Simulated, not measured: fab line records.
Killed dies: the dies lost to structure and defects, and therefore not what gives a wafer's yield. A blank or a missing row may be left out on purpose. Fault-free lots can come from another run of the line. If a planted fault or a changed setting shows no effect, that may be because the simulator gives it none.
What tool caused it?    flow sky130    12 lots with 36 wafers sampled at 4 steps, on a route of 708 steps

WHAT EACH GAUGE READ, for each wafer
SKY_FIELD_ISO_THK_MEAS_04. Usual: FIELD_ISO_CVD_03_THK 165.5 nm, standard deviation 1.4.
lot   measured     on             FIELD_ISO_CVD_03_THK (nm)  flag
L568  day 1 14:45  film metro-01  167.6 167.6 167.4          
L569  day 1 20:40  film metro-01  165.7 165.2 165.6          
L570  day 2 01:44  film metro-02  163.3 165.2 164.9          
L572  day 2 11:48  film metro-01  166.1 167.5 166.6          
L574  day 2 20:25  film metro-04  166.8 165.4 166.9          
L580  day 4 02:16  film metro-04  165.7 165.5 164.9          
L581  day 4 06:29  film metro-04  163.6 164.2 164.1          
L582  day 4 13:45  film metro-01  164.5 165.6 164.8          
L583  day 4 16:29  film metro-04  166.6 166.8 164.3          
L584  day 4 21:43  film metro-01  165.5 166.7 165.6          
L586  day 5 10:29  film metro-01  164.0 163.3 162.7          
L588  day 5 21:18  film metro-01  166.0 165.0 166.6          

SKY_NWELL_OVL_MEAS_23. Usual: NWELL_01_OVL 1.4 nm, standard deviation 1.4.
lot   measured      on          NWELL_01_OVL (nm)  flag
L568  day 5 08:29   overlay-02  -0.6 2.6 -0.5      
L569  day 5 13:00   overlay-02  -0.4 -1.0 -1.1     
L570  day 5 21:10   overlay-02  3.0 2.3 1.4        
L572  day 6 08:03   overlay-02  1.7 3.9 2.9        
L574  day 6 17:32   overlay-01  173.0 172.1 172.7  OFF
L580  day 8 07:32   overlay-02  175.0 175.2 174.3  OFF
L581  day 8 18:04   overlay-01  1.7 0.6 0.4        
L582  day 8 23:08   overlay-02  0.1 0.8 -1.1       
L583  day 8 23:18   overlay-01  1.5 0.9 3.9        
L584  day 9 07:39   overlay-02  0.2 0.1 -0.6       
L586  day 10 00:02  overlay-01  2.0 0.4 -0.7       
L588  day 10 11:11  overlay-01  2.1 1.9 3.5        

SKY_LI_CONTACT_THK_MEAS_23: measures by xrf. Usual: LI_CONTACT_W_THK 412 nm, standard deviation 8.5.
lot   measured      on             LI_CONTACT_W_THK (nm)  flag
L568  day 29 04:37  film metro-02  415 426 425            
L569  day 29 08:07  film metro-02  412 410 406            
L570  day 30 00:53  film metro-02  425 408 426            
L572  day 30 15:13  film metro-03  418 419 406            
L574  day 31 09:30  film metro-04  405 418 416            
L580  day 33 08:32  film metro-04  416 418 411            
L581  day 33 23:37  film metro-03  411 427 411            
L582  day 34 06:34  film metro-03  403 413 406            
L583  day 34 05:50  film metro-04  426 411 423            
L584  day 34 12:17  film metro-04  397 404 404            
L586  day 35 09:01  film metro-02  410 413 415            
L588  day 35 20:37  film metro-02  425 410 414            

WHAT TOOL EACH LOT RAN ON (gives the tool, then ch and the chambers of the sampled wafers, and finally the start)
lot   SKY_NWELL_EXPOSE_20
L568  iline stepper-01 ch 0, day 4 23:15
L569  iline stepper-01 ch 0, day 5 04:11
L570  iline stepper-02 ch 0, day 5 12:42
L572  iline stepper-01 ch 0, day 5 23:15
L574  iline stepper-02 ch 0, day 6 08:30
L580  iline stepper-02 ch 0, day 7 22:20
L581  iline stepper-01 ch 0, day 8 07:44
L582  iline stepper-01 ch 0, day 8 12:56
L583  iline stepper-01 ch 0, day 8 13:38
L584  iline stepper-01 ch 0, day 8 21:30
L586  iline stepper-01 ch 0, day 9 12:59
L588  iline stepper-01 ch 0, day 10 00:04
- SKY_NWELL_EXPOSE_20: exposes mask NWM COMPLEMENT, target cd 840 nm.

WHAT THE TOOLS THEMSELVES READ (means of the sampled wafers that have a number; where no wafer has one, the mark that the record gives instead)
SKY_NWELL_EXPOSE_20. Usual: reticle temp C reads 22.99 C (standard deviation 0.097).
lot   tool              reticle temp C (C)  flag
L568  iline stepper-01  22.96               
L569  iline stepper-01  22.98               
L570  iline stepper-02  23.10               
L572  iline stepper-01  22.87               
L574  iline stepper-02  23.03               
L580  iline stepper-02  23.07               
L581  iline stepper-01  22.94               
L582  iline stepper-01  22.99               
L583  iline stepper-01  23.06               
L584  iline stepper-01  22.93               
L586  iline stepper-01  22.96               
L588  iline stepper-01  22.96               

THE ANSWER, worked out from the rows above alone
Rule: lot off if the mean of its wafers having a number is beyond 3 standard deviations from the usual mean. Also off: a lot with no number at a reading for which 4 or more lots have one. The other lots that the step has rows for count as sound. Order of review: gauges by route order, followed by the tools' own readings, for which a lot's mean as printed above is used. At the first step where some lot is off, the reading lying furthest off is the one used; lots without a number count as furthest.
Off: L574, L580, at SKY_NWELL_OVL_MEAS_23 (NWELL_01_OVL).
A tool fits if, at a process step before that reading, it ran every lot that is off, and no sound lot after the first of them. Gauges at SKY_NWELL_OVL_MEAS_23: tried the same way as those tools. One fits: SKY_NWELL_EXPOSE_20 on iline stepper-02. A fault onset in the window from L570 (day 5 12:42, its last sound lot) to L574 (day 6 08:30, its first lot off) fits.

WHAT THE SIMULATOR PUT IN
Scanner matching overlay: iline stepper-02, from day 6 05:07 on, at SKY_NWELL_EXPOSE_20. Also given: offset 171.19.
Lots struck among those shown: L574, L580. This agrees with what the rule above found.
